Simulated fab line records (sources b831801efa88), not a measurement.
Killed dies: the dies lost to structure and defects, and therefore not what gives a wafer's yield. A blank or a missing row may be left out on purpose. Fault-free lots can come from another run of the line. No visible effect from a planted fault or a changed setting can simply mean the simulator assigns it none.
What tool caused it? / flow sky130 / 12 lots with 36 wafers sampled at 6 steps, on a route of 708 steps

== WHAT THE GAUGES READ, wafer by wafer ==
SKY_PWDE_TW_MEAS_10.
lot=L173; measured=day 4 06:46; on=filmMetro-04; PWDE_TW=374.2 369.0 372.8
lot=L176; measured=day 5 02:49; on=filmMetro-04; PWDE_TW=370.8 371.6 369.9
lot=L179; measured=day 5 18:38; on=filmMetro-02; PWDE_TW=373.5 375.0 374.4
lot=L180; measured=day 5 23:31; on=filmMetro-02; PWDE_TW=371.9 373.0 373.1
lot=L181; measured=day 6 05:35; on=filmMetro-03; PWDE_TW=371.8 375.4 373.4
lot=L182; measured=day 6 10:22; on=filmMetro-04; PWDE_TW=372.8 373.3 374.5
lot=L183; measured=day 6 17:46; on=filmMetro-04; PWDE_TW=374.6 373.6 372.1
lot=L186; measured=day 7 07:01; on=filmMetro-02; PWDE_TW=374.6 374.8 376.4
lot=L188; measured=day 7 21:44; on=filmMetro-02; PWDE_TW=374.8 372.6 374.4
lot=L191; measured=day 8 17:16; on=filmMetro-03; PWDE_TW=366.6 365.8 365.4
lot=L192; measured=day 9 00:15; on=filmMetro-03; PWDE_TW=373.3 375.1 374.3
lot=L193; measured=day 9 05:07; on=filmMetro-02; PWDE_TW=362.1 363.5 365.5

SKY_NWELL_RS_MEAS_31: uses a four-point probe to measure.
lot=L173; measured=day 5 19:46; on=filmMetro-02; PWDE_RS (ohm/sq)=5285 5280 5280
lot=L176; measured=day 6 18:25; on=filmMetro-03; PWDE_RS (ohm/sq)=5240 5263 5272
lot=L179; measured=day 7 08:48; on=filmMetro-02; PWDE_RS (ohm/sq)=5258 5283 5266
lot=L180; measured=day 7 14:36; on=filmMetro-04; PWDE_RS (ohm/sq)=5274 5292 5277
lot=L181; measured=day 7 20:42; on=filmMetro-04; PWDE_RS (ohm/sq)=5323 5303 5327
lot=L182; measured=day 8 02:10; on=filmMetro-02; PWDE_RS (ohm/sq)=5280 5286 5282
lot=L183; measured=day 8 09:25; on=filmMetro-02; PWDE_RS (ohm/sq)=5277 5284 5289
lot=L186; measured=day 9 00:52; on=filmMetro-03; PWDE_RS (ohm/sq)=5278 5272 5287
lot=L188; measured=day 9 17:28; on=filmMetro-03; PWDE_RS (ohm/sq)=5265 5290 5275
lot=L191; measured=day 10 14:02; on=filmMetro-02; PWDE_RS (ohm/sq)=5690 5674 5695
lot=L192; measured=day 10 22:07; on=filmMetro-02; PWDE_RS (ohm/sq)=5277 5289 5288
lot=L193; measured=day 11 02:49; on=filmMetro-04; PWDE_RS (ohm/sq)=5675 5694 5665

SKY_POLY_GATE_THK_MEAS_04.
lot=L173; measured=day 15 23:20; on=filmMetro-01; POLY_GATE_CVD_03_THK (nm)=74.7 74.7 74.5
lot=L176; measured=day 17 02:28; on=filmMetro-03; POLY_GATE_CVD_03_THK (nm)=74.9 75.0 74.7
lot=L179; measured=day 18 03:43; on=filmMetro-03; POLY_GATE_CVD_03_THK (nm)=75.1 75.0 74.8
lot=L180; measured=day 18 12:50; on=filmMetro-03; POLY_GATE_CVD_03_THK (nm)=75.6 75.9 75.9
lot=L181; measured=day 18 22:02; on=filmMetro-04; POLY_GATE_CVD_03_THK (nm)=75.2 75.0 74.6
lot=L182; measured=day 19 12:12; on=filmMetro-04; POLY_GATE_CVD_03_THK (nm)=76.4 75.6 76.1
lot=L183; measured=day 19 17:16; on=filmMetro-01; POLY_GATE_CVD_03_THK (nm)=75.2 74.9 75.0
lot=L186; measured=day 20 17:44; on=filmMetro-01; POLY_GATE_CVD_03_THK (nm)=76.1 75.7 76.0
lot=L188; measured=day 21 13:34; on=filmMetro-01; POLY_GATE_CVD_03_THK (nm)=73.9 74.5 74.0
lot=L191; measured=day 22 14:28; on=filmMetro-04; POLY_GATE_CVD_03_THK (nm)=74.5 74.8 74.7
lot=L192; measured=day 23 03:37; on=filmMetro-01; POLY_GATE_CVD_03_THK (nm)=73.5 74.0 73.6
lot=L193; measured=day 23 08:45; on=filmMetro-04; POLY_GATE_CVD_03_THK (nm)=75.9 75.8 75.9

SKY_LDD_HVP_TW_MEAS_10.
lot=L173; measured=day 22 09:28; on=filmMetro-02; LDD_HVP_TW=454.6 456.4 456.2
lot=L176; measured=day 23 14:22; on=filmMetro-02; LDD_HVP_TW=457.3 460.1 458.1
lot=L179; measured=day 24 14:53; on=filmMetro-02; LDD_HVP_TW=453.5 454.3 456.1
lot=L180; measured=day 24 23:46; on=filmMetro-01; LDD_HVP_TW=452.7 455.0 455.2
lot=L181; measured=day 25 09:04; on=filmMetro-01; LDD_HVP_TW=458.8 458.5 460.5
lot=L182; measured=day 25 20:41; on=filmMetro-02; LDD_HVP_TW=457.7 455.5 455.7
lot=L183; measured=day 26 05:19; on=filmMetro-01; LDD_HVP_TW=456.8 458.1 457.1
lot=L186; measured=day 27 03:10; on=filmMetro-04; LDD_HVP_TW=454.5 451.8 452.1
lot=L188; measured=day 27 22:37; on=filmMetro-04; LDD_HVP_TW=450.5 452.4 451.5
lot=L191; measured=day 28 22:11; on=filmMetro-04; LDD_HVP_TW=459.4 455.0 454.1
lot=L192; measured=day 29 07:22; on=filmMetro-01; LDD_HVP_TW=455.1 455.2 455.5
lot=L193; measured=day 29 13:43; on=filmMetro-01; LDD_HVP_TW=456.4 458.3 452.7

SKY_POLY_CUT_CD_MEAS_08 targets a cd of 270 nm.
lot=L173; measured=day 25 00:04; on=cdSem-01; cdNm (nm)=267.6 269.1 270.3
lot=L176; measured=day 26 03:31; on=cdSem-02; cdNm (nm)=268.6 269.2 268.9
lot=L179; measured=day 27 04:41; on=cdSem-01; cdNm (nm)=269.8 269.6 269.8
lot=L180; measured=day 27 12:14; on=cdSem-01; cdNm (nm)=271.0 273.1 271.3
lot=L181; measured=day 27 21:10; on=cdSem-02; cdNm (nm)=267.7 267.4 268.1
lot=L182; measured=day 28 08:19; on=cdSem-02; cdNm (nm)=270.1 270.8 269.2
lot=L183; measured=day 28 18:10; on=cdSem-01; cdNm (nm)=270.2 268.1 269.9
lot=L186; measured=day 29 14:13; on=cdSem-02; cdNm (nm)=271.2 270.7 271.4
lot=L188; measured=day 30 09:13; on=cdSem-01; cdNm (nm)=272.0 273.2 272.2
lot=L191; measured=day 31 07:58; on=cdSem-02; cdNm (nm)=270.4 269.7 269.1
lot=L192; measured=day 31 17:15; on=cdSem-02; cdNm (nm)=270.8 271.0 268.0
lot=L193; measured=day 31 23:29; on=cdSem-01; cdNm (nm)=272.5 269.9 271.8

== WHAT TOOL EACH LOT RAN ON (gives the tool, then ch and the chambers of the sampled wafers, and finally the start) ==
lot=L173; SKY_PWDE_IMPLANT_08=implanter-01 ch 0, day 4 06:31
lot=L176; SKY_PWDE_IMPLANT_08=implanter-01 ch 0, day 5 02:31
lot=L179; SKY_PWDE_IMPLANT_08=implanter-04 ch 0, day 5 18:24
lot=L180; SKY_PWDE_IMPLANT_08=implanter-04 ch 0, day 5 23:16
lot=L181; SKY_PWDE_IMPLANT_08=implanter-03 ch 0, day 6 05:20
lot=L182; SKY_PWDE_IMPLANT_08=implanter-04 ch 0, day 6 10:08
lot=L183; SKY_PWDE_IMPLANT_08=implanter-03 ch 0, day 6 17:31
lot=L186; SKY_PWDE_IMPLANT_08=implanter-04 ch 0, day 7 06:46
lot=L188; SKY_PWDE_IMPLANT_08=implanter-04 ch 0, day 7 21:29
lot=L191; SKY_PWDE_IMPLANT_08=implanter-04 ch 0, day 8 17:02
lot=L192; SKY_PWDE_IMPLANT_08=implanter-03 ch 0, day 9 00:01
lot=L193; SKY_PWDE_IMPLANT_08=implanter-04 ch 0, day 9 04:52
- SKY_PWDE_IMPLANT_08

== AS READ BY THE TOOLS THEMSELVES (means over the sampled wafers that have a number; for cases with no such wafer, the mark the record gives instead) ==
SKY_PWDE_IMPLANT_08.
lot=L173 tool=implanter-01 doseIonsCm2=3.6e+12 faradayCurrentUA=20.4
lot=L176 tool=implanter-01 doseIonsCm2=3.6e+12 faradayCurrentUA=20.6
lot=L179 tool=implanter-04 doseIonsCm2=3.6e+12 faradayCurrentUA=20.6
lot=L180 tool=implanter-04 doseIonsCm2=3.6e+12 faradayCurrentUA=20.0
lot=L181 tool=implanter-03 doseIonsCm2=3.6e+12 faradayCurrentUA=20.7
lot=L182 tool=implanter-04 doseIonsCm2=3.6e+12 faradayCurrentUA=20.1
lot=L183 tool=implanter-03 doseIonsCm2=3.6e+12 faradayCurrentUA=20.2
lot=L186 tool=implanter-04 doseIonsCm2=3.6e+12 faradayCurrentUA=20.4
lot=L188 tool=implanter-04 doseIonsCm2=3.6e+12 faradayCurrentUA=20.6
lot=L191 tool=implanter-04 doseIonsCm2=3.3e+12 faradayCurrentUA=18.2
lot=L192 tool=implanter-03 doseIonsCm2=3.6e+12 faradayCurrentUA=20.3
lot=L193 tool=implanter-04 doseIonsCm2=3.3e+12 faradayCurrentUA=18.9

== THE ANSWER, worked out from the rows above alone ==
Rule: the lots themselves supply what counts as usual. Put in order of their means at a reading, lots are off if they are a third of the lots or fewer, leave a main group of 4 or more, and stand apart from it by a gap of 3 or more times the standard deviation of the main group's means; of several such gaps the widest counts. If all means in a main group match to the digits the tables above print for the reading, that group is not used. A lot without any number at a reading at which 4 lots or more have one is off too. All remaining lots with rows at the step are treated as sound. After the gauges, taken in route order, come the tools' own readings; for these a lot's mean is taken, as printed above. The first step at which some lot is off is used, and at that step the reading that is off furthest; a lot without a number counts as furthest.
Off: at SKY_PWDE_TW_MEAS_10 (PWDE_TW), L191, L193. For the main group the mean is 373.4 and the standard deviation 1.2.
A tool fits if, at a process step before that reading, it ran every lot that is off, and no sound lot after the first of them. The gauges at SKY_PWDE_TW_MEAS_10 aren't tried: what is off there is off at SKY_PWDE_IMPLANT_08 too, on other tools, and a gauge's error can't cause that. One fits: SKY_PWDE_IMPLANT_08 on implanter-04. A fault onset in the window from L188 (day 7 21:29, its last sound lot) to L191 (day 8 17:02, its first lot off) fits.
The tool's own readings at SKY_PWDE_IMPLANT_08 bear it out: on the lots that are off they differ by more than 5 times the standard deviation of the sound lots' means. doseIonsCm2 reads 3.3e+12 there against 3.6e+12 on the sound lots; faradayCurrentUA reads 18.5 there against 20.4 on the sound lots.

== WHAT HAD BEEN PUT IN BY THE SIMULATOR ==
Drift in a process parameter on implanter-04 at SKY_PWDE_IMPLANT_08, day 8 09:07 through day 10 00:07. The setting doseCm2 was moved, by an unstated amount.
Lots struck among those shown: L191, L193. The rule above reached the same finding.
